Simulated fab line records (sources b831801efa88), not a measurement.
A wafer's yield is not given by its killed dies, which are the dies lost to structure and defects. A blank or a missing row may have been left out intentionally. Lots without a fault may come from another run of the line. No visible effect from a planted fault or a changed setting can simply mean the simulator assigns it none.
fab line records    flow gf180mcu
record: lots: 11  wafers: 33  last_day: 34
route steps=602 shown CONTACT@302 M1@317
lots with no fault: from the same line, run without faults
start_h: hours from the record's opening day to when the first of the lot's shown wafers began    wait_h: hours since the lot's step before    " same as the row above    L1.1+2: a single row standing in for several wafers    - no value, or no start was given    * or withheld: withheld    < > ~ a bound
route shown NAME@n: NAME is a module with steps in the file, n the number in the route of the first one    usual: the fault-free wafers' mean and standard deviation    same: alike in all rows    chamber/n: place in a boat    sites: each site's reading    _std_site: the standard deviation of these    _edge_site: the outer-site mean with the inner-site mean subtracted    radius_mm: how far each site lies from the wafer's centre    mask NAME#n: copy n    behind: the last tool/chamber to shape the wafer    hold: what put the lot on hold/how long, in hours/how the hold closed    device: transistor that didn't switch, given as n, p or np    end of line: the route-end tests of the same wafers    step lacking rows: just its recipe    killed: count of dies lost to structure and defects at first sort (not the wafer's yield)    map: dies across one wafer; x = killed, . = not, _ = none there
set.NAME: the setting that was run; set.NAME@STEP: the one run at that earlier step    model.NAME: the simulator's own value behind a step, which no gauge read
the route's steps for a sample of lots (tables are steps, rows are wafers)
services: from which hour (start_h, from the record's first day; less than 0 if before it) a tool's chamber was out of use, for how many hours, and why
== steps ==
step: GF_CONTACT_OVL_MEAS_15
usual: CONTACT_OVL: -1/5.7
lot.wafer  tool        chamber  start_h  wait_h  CONTACT_OVL[nm]
L549.2     overlay-02  -        362.39   0.1     -11
L549.3     "           -        "        "       -10
L549.5     "           -        "        "       -1
L551.1     overlay-01  -        380.87   0.1     -6
L551.3     "           -        "        "       -9
L551.5     "           -        "        "       -3
L553.1     overlay-02  -        395.98   0.1     -5
L553.3     "           -        "        "       1
L553.6     "           -        "        "       -7
L555.1     overlay-02  -        415.30   0.1     5
L555.2     "           -        "        "       2
L555.6     "           -        "        "       -2
L561.2     overlay-02  -        471.85   0.1     -4
L561.5     "           -        "        "       -2
L561.6     "           -        "        "       2
L562.1     overlay-02  -        489.48   0.1     1
L562.4     "           -        "        "       6
L562.6     "           -        "        "       -5
L563.2     overlay-01  -        490.33   0.1     -3
L563.4     "           -        "        "       -7
L563.5     "           -        "        "       -3
L566.1     overlay-02  -        512.82   0.1     6
L566.2     "           -        "        "       -10
L566.3     "           -        "        "       9
L569.1     overlay-02  -        536.52   0.1     2
L569.5     "           -        "        "       2
L569.6     "           -        "        "       10
L570.1     overlay-02  -        544.54   0.1     -3
L570.2     "           -        "        "       -4
L570.4     "           -        "        "       -16
L571.1     overlay-02  -        553.58   0.1     2
L571.3     "           -        "        "       -4
L571.6     "           -        "        "       5
step: GF_CONTACT_CVD_24
recipe: material: W  target_thk_nm: 300  time_s: 90.339  temp_c: 400  pressure_torr: 40
usual: heater_power_w: 891/69  susceptor_temp_C: 400.01/0.23
lot.wafer  tool      chamber  start_h  wait_h  heater_power_w  susceptor_temp_C
L549.2     cvd_w-02  1        362.98   0.0     958             400.06
L549.3     "         1        "        "       948             399.79
L549.5     "         0        "        "       962             400.01
L551.1     cvd_w-02  0        381.47   0.0     994             399.73
L551.3     "         1        "        "       966             400.15
L551.5     "         0        "        "       997             399.60
L553.1     cvd_w-01  1        396.58   0.0     774             399.78
L553.3     "         1        "        "       769             399.78
L553.6     "         0        "        "       872             400.33
L555.1     cvd_w-02  1        415.90   0.0     923             399.82
L555.2     "         0        "        "       937             400.29
L555.6     "         1        "        "       950             400.19
L561.2     cvd_w-01  0        472.44   0.0     902             400.00
L561.5     "         0        "        "       887             399.99
L561.6     "         1        "        "       761             400.01
L562.1     cvd_w-01  0        490.08   0.0     899             399.58
L562.4     "         1        "        "       766             399.62
L562.6     "         1        "        "       766             399.70
L563.2     cvd_w-01  1        490.92   0.0     782             400.22
L563.4     "         0        "        "       853             399.86
L563.5     "         0        "        "       867             399.71
L566.1     cvd_w-02  0        513.51   0.0     941             399.97
L566.2     "         1        "        "       927             399.99
L566.3     "         1        "        "       941             400.05
L569.1     cvd_w-02  1        537.32   0.0     933             400.29
L569.5     "         1        "        "       921             400.16
L569.6     "         0        "        "       1013            408.51
L570.1     cvd_w-02  0        545.16   0.0     994             408.64
L570.2     "         1        "        "       912             399.90
L570.4     "         1        "        "       924             400.00
L571.1     cvd_w-01  1        554.18   0.0     778             399.85
L571.3     "         0        "        "       892             399.75
L571.6     "         1        "        "       772             400.07
step: GF_CONTACT_RS_MEAS_25
recipe: thk_meas_gauge: four-point-probe  reads: W_of_CONTACT_CVD_24+TiN_of_CONTACT_SPUTTER_23+Ti_of_CONTACT_SPUTTER_22
usual: CONTACT_W_RS: 0.382/0.0044
lot.wafer  tool           chamber  start_h  wait_h  hold                      CONTACT_W_RS[ohm/sq]
L549.2     film_metro-03  -        363.10   0.1     -                         0.389
L549.3     "              -        "        "       -                         0.384
L549.5     "              -        "        "       -                         0.386
L551.1     film_metro-04  -        381.57   0.1     -                         0.386
L551.3     "              -        "        "       -                         0.389
L551.5     "              -        "        "       -                         0.387
L553.1     film_metro-04  -        396.68   0.1     -                         0.381
L553.3     "              -        "        "       -                         0.385
L553.6     "              -        "        "       -                         0.386
L555.1     film_metro-03  -        416.00   0.1     -                         0.378
L555.2     "              -        "        "       -                         0.376
L555.6     "              -        "        "       -                         0.380
L561.2     film_metro-04  -        472.56   0.1     -                         0.388
L561.5     "              -        "        "       -                         0.386
L561.6     "              -        "        "       -                         0.389
L562.1     film_metro-02  -        490.18   0.1     -                         0.384
L562.4     "              -        "        "       -                         0.381
L562.6     "              -        "        "       -                         0.384
L563.2     film_metro-03  -        491.04   0.1     -                         0.387
L563.4     "              -        "        "       -                         0.380
L563.5     "              -        "        "       -                         0.382
L566.1     film_metro-03  -        513.61   0.1     -                         0.382
L566.2     "              -        "        "       -                         0.379
L566.3     "              -        "        "       -                         0.383
L569.1     film_metro-03  -        537.42   0.1     await_dispo/0.2h/release  0.385
L569.5     "              -        "        "       await_dispo/0.2h/release  0.383
L569.6     "              -        "        "       await_dispo/0.2h/release  0.331
L569.1     film_metro-03  -        537.81   0.4     -                         0.386
L569.5     "              -        "        "       -                         0.383
L569.6     "              -        "        "       -                         0.331
L570.1     film_metro-04  -        545.26   0.1     await_dispo/0.2h/release  0.330
L570.2     "              -        "        "       await_dispo/0.2h/release  0.378
L570.4     "              -        "        "       await_dispo/0.2h/release  0.378
L570.1     film_metro-04  -        545.55   0.3     -                         0.330
L570.2     "              -        "        "       -                         0.378
L570.4     "              -        "        "       -                         0.378
L571.1     film_metro-04  -        554.28   0.1     -                         0.388
L571.3     "              -        "        "       -                         0.388
L571.6     "              -        "        "       -                         0.386
step: GF_CONTACT_THK_MEAS_26
recipe: thk_meas_gauge: xrf  reads: W_of_CONTACT_CVD_24
usual: CONTACT_W_THK: 295/3.7
lot.wafer  tool           chamber  start_h  wait_h  hold                      CONTACT_W_THK[nm]
L549.2     film_metro-03  -        363.21   0.1     -                         291
L549.3     "              -        "        "       -                         293
L549.5     "              -        "        "       -                         293
L551.1     film_metro-04  -        381.69   0.1     -                         298
L551.3     "              -        "        "       -                         297
L551.5     "              -        "        "       -                         296
L553.1     film_metro-04  -        396.80   0.1     -                         300
L553.3     "              -        "        "       -                         296
L553.6     "              -        "        "       -                         295
L555.1     film_metro-03  -        416.12   0.1     -                         297
L555.2     "              -        "        "       -                         300
L555.6     "              -        "        "       -                         297
L561.2     film_metro-04  -        472.67   0.1     -                         291
L561.5     "              -        "        "       -                         294
L561.6     "              -        "        "       -                         290
L562.1     film_metro-02  -        490.30   0.1     -                         290
L562.4     "              -        "        "       -                         291
L562.6     "              -        "        "       -                         293
L563.2     film_metro-03  -        491.15   0.1     -                         292
L563.4     "              -        "        "       -                         297
L563.5     "              -        "        "       -                         296
L566.1     film_metro-03  -        513.73   0.1     -                         293
L566.2     "              -        "        "       -                         297
L566.3     "              -        "        "       -                         294
L569.1     film_metro-03  -        542.39   4.6     await_dispo/0.2h/release  293
L569.5     "              -        "        "       await_dispo/0.2h/release  295
L569.6     "              -        "        "       await_dispo/0.2h/release  340
L569.1     film_metro-03  -        542.62   0.2     -                         293
L569.5     "              -        "        "       -                         295
L569.6     "              -        "        "       -                         339
L570.1     film_metro-04  -        548.26   2.7     await_dispo/0.2h/release  344
L570.2     "              -        "        "       await_dispo/0.2h/release  300
L570.4     "              -        "        "       await_dispo/0.2h/release  301
L570.1     film_metro-04  -        548.48   0.2     -                         343
L570.2     "              -        "        "       -                         299
L570.4     "              -        "        "       -                         300
L571.1     film_metro-04  -        554.40   0.1     -                         294
L571.3     "              -        "        "       -                         293
L571.6     "              -        "        "       -                         292
step: GF_CONTACT_CMP_27
recipe: stop_on: SiO2  down_force_psi: 3.5  platen_rpm: 60  t_overpolish_s: 15  target_thk_nm: 0  pad_velocity_m_s: 0.94248
usual: motor_current_A: 11.2/1.2  time_to_endpoint_s: 73.7/2.8
lot.wafer  tool    chamber  start_h  wait_h  hold                      motor_current_A  time_to_endpoint_s
L549.2     cmp-02  1        363.31   0.1     -                         9.2              74.8
L549.3     "       2        "        "       -                         12.6             73.8
L549.5     "       0        "        "       -                         10.0             71.8
L551.3     cmp-02  2        381.80   0.1     -                         11.8             75.1
L551.1     "       0        "        "       -                         10.3             73.9
L551.5     "       1        "        "       -                         9.4              74.8
L553.3     cmp-01  0        396.86   0.0     -                         11.6             78.2
L553.1     "       2        "        "       -                         10.4             76.2
L553.6     "       1        "        "       -                         11.5             76.8
L555.2     cmp-01  0        416.23   0.1     -                         12.4             70.0
L555.1     "       2        "        "       -                         10.3             74.8
L555.6     "       0        "        "       -                         11.9             70.5
L561.2     cmp-02  2        472.82   0.1     -                         13.3             72.7
L561.6     "       0        "        "       -                         10.7             69.0
L561.5     "       1        "        "       -                         8.8              70.8
L562.1     cmp-02  3        490.41   0.1     -                         12.2             73.7
L562.4     "       1        "        "       -                         9.2              75.0
L562.6     "       2        "        "       -                         12.6             73.4
L563.4     cmp-01  3        491.20   0.0     -                         11.2             67.7
L563.2     "       0        "        "       -                         12.8             67.0
L563.5     "       0        "        "       -                         12.1             68.2
L566.3     cmp-01  2        513.84   0.1     -                         10.3             76.7
L566.2     "       3        "        "       -                         10.6             74.2
L566.1     "       0        "        "       -                         12.0             73.6
L569.1     cmp-01  2        545.90   3.3     await_dispo/3.2h/release  10.7             75.7
L569.5     "       1        "        "       await_dispo/3.2h/release  11.7             74.8
L569.6     "       2        "        "       await_dispo/3.2h/release  10.0             89.6
L570.1     cmp-01  1        550.93   2.4     await_dispo/2.2h/release  11.7             86.8
L570.4     "       2        "        "       await_dispo/2.2h/release  10.2             75.2
L570.2     "       3        "        "       await_dispo/2.2h/release  10.3             69.4
L571.1     cmp-01  2        554.56   0.1     -                         10.3             75.7
L571.3     "       3        "        "       -                         10.4             70.7
L571.6     "       1        "        "       -                         12.0             75.6
step: GF_M1_SPUTTER_02
recipe: material: AlCu  target_thk_nm: 450  power_w: 10600  time_s: 23.9  chamber_pressure_pa: 0.4
usual: chamber_pressure_pa: 0.4000/0.00088  throttle_valve_pct: 30.4/1.1
lot.wafer  tool            chamber  start_h  wait_h  chamber_pressure_pa  throttle_valve_pct
L549.2     pvd_sputter-03  -        363.69   0.0     0.3993               30.8
L549.3     "               -        "        "       0.3991               29.9
L549.5     "               -        "        "       0.4004               31.3
L551.1     pvd_sputter-02  -        382.18   0.0     0.4031               31.3
L551.3     "               -        "        "       0.4010               30.2
L551.5     "               -        "        "       0.4005               31.8
L553.1     pvd_sputter-03  -        397.29   0.0     0.4008               29.3
L553.3     "               -        "        "       0.4006               28.6
L553.6     "               -        "        "       0.4020               29.4
L555.1     pvd_sputter-04  -        416.61   0.0     0.4002               28.6
L555.2     "               -        "        "       0.3997               31.4
L555.6     "               -        "        "       0.3983               28.8
L561.2     pvd_sputter-04  -        473.15   0.0     0.4005               31.8
L561.5     "               -        "        "       0.3999               29.9
L561.6     "               -        "        "       0.3988               31.1
L562.1     pvd_sputter-03  -        490.79   0.0     0.4007               29.3
L562.4     "               -        "        "       0.3997               30.8
L562.6     "               -        "        "       0.4005               28.6
L563.2     pvd_sputter-02  -        491.63   0.0     0.3991               31.0
L563.4     "               -        "        "       0.4009               30.1
L563.5     "               -        "        "       0.3999               31.7
L566.1     pvd_sputter-04  -        514.22   0.0     0.4009               30.0
L566.2     "               -        "        "       0.3988               28.9
L566.3     "               -        "        "       0.4006               31.4
L569.1     pvd_sputter-03  -        546.28   0.0     0.4000               31.5
L569.5     "               -        "        "       0.4008               29.5
L569.6     "               -        "        "       0.3988               28.3
L571.1     pvd_sputter-02  -        554.89   0.0     0.3993               31.8
L571.3     "               -        "        "       0.3997               31.9
L571.6     "               -        "        "       0.3984               30.2
L570.1     pvd_sputter-04  -        555.55   0.0     0.3995               28.5
L570.2     "               -        "        "       0.3992               29.9
L570.4     "               -        "        "       0.4014               31.6
step: GF_M1_THK_MEAS_06
recipe: thk_meas_gauge: xrf  reads: AlCu_of_M1_SPUTTER_02
usual: M1_ALCU_THK: 444/5.5
lot.wafer  tool           chamber  start_h  wait_h  M1_ALCU_THK[nm]
L549.2     film_metro-01  -        363.91   0.1     440
L549.3     "              -        "        "       438
L549.5     "              -        "        "       438
L551.1     film_metro-03  -        382.39   0.1     441
L551.3     "              -        "        "       442
L551.5     "              -        "        "       452
L553.1     film_metro-03  -        397.50   0.1     445
L553.3     "              -        "        "       446
L553.6     "              -        "        "       447
L555.1     film_metro-02  -        416.82   0.1     449
L555.2     "              -        "        "       452
L555.6     "              -        "        "       452
L561.2     film_metro-01  -        473.37   0.1     446
L561.5     "              -        "        "       450
L561.6     "              -        "        "       451
L562.1     film_metro-02  -        491.01   0.1     437
L562.4     "              -        "        "       438
L562.6     "              -        "        "       432
L563.2     film_metro-02  -        491.85   0.1     442
L563.4     "              -        "        "       445
L563.5     "              -        "        "       450
L566.1     film_metro-03  -        514.43   0.1     443
L566.2     "              -        "        "       448
L566.3     "              -        "        "       439
L569.1     film_metro-02  -        546.49   0.1     440
L569.5     "              -        "        "       440
L569.6     "              -        "        "       442
L571.1     film_metro-01  -        555.10   0.1     443
L571.3     "              -        "        "       450
L571.6     "              -        "        "       444
L570.1     film_metro-01  -        555.76   0.1     451
L570.2     "              -        "        "       442
L570.4     "              -        "        "       442
== services ==
tool            chamber  start_h  hours  kind
pvd_sputter-02  3        343.18   -      consumable_replace:kit
pvd_sputter-02  3        343.18   18.0   scheduled_down
pvd_sputter-02  3        343.18   18.0   vent_cycle
pvd_sputter-03  -        383.88   1.1    repair
pvd_sputter-03  -        384.27   7.1    repair
cvd_w-02        1        388.37   3.9    repair
cvd_w-02        -        390.00   14.0   pm
cvd_w-02        0        390.00   14.0   vent_cycle
cvd_w-02        1        390.00   14.0   vent_cycle
cvd_w-02        0        404.00   -      clean
cvd_w-02        1        404.00   -      clean
cmp-02          -        404.21   4.0    pm
pvd_sputter-04  1        408.18   -      consumable_replace:kit
pvd_sputter-04  1        408.18   18.0   scheduled_down
pvd_sputter-04  1        408.18   18.0   vent_cycle
cmp-02          -        408.21   -      consumable_replace:conditioner
cmp-02          -        408.21   -      consumable_replace:pad
pvd_sputter-04  -        435.68   4.3    repair
cvd_w-02        -        438.78   1.7    repair
cmp-01          -        447.14   1.3    repair
pvd_sputter-02  -        507.08   2.2    repair
cmp-01          -        520.70   0.4    repair
cmp-02          -        525.08   3.2    repair
pvd_sputter-02  2        554.21   -      consumable_replace:kit
== key ==
first_sign: step: GF_CONTACT_CVD_24  reading: susceptor_temp_C  direction: up  sigmas: 37  usual: *  struck: *
effect: step: GF_CONTACT_RS_MEAS_25  reading: visit  direction: added
effect: step: GF_CONTACT_RS_MEAS_25  reading: CONTACT_W_RS  direction: down  sigmas: 12  usual: 0.382  struck: 0.331
effect: step: GF_CONTACT_THK_MEAS_26  reading: visit  direction: added
effect: step: GF_CONTACT_THK_MEAS_26  reading: CONTACT_W_THK  direction: up  sigmas: 13  usual: 295  struck: 342
effect: step: GF_CONTACT_CMP_27  reading: time_to_endpoint_s  direction: up  sigmas: 5.2  usual: *  struck: *
met_at GF_CONTACT_CVD_24
struck_lots L569,L570
struck_wafers L569.6,L570.1
tester_left_out L569,L570
not_acting_at GF_CONTACT_OVL_MEAS_15,GF_M1_SPUTTER_02,GF_M1_THK_MEAS_06
onset_between 513.51 537.32
fault: kind: process_parameter_drift  tool: cvd_w-02  chamber: 0  onset_h: 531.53  steps: GF_CONTACT_CVD_24  channel: temp_c  offset: *  shape: step  end_h: 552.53  acts_in: *  stated: *
tester_left_out: of these lots the tester's yield and bins aren't shown, on N5 and GAA mostly nor the transistor test; their killed dies are dies lost to structure and defects alone, not to doping, threshold or leakage, so they don't give the yield
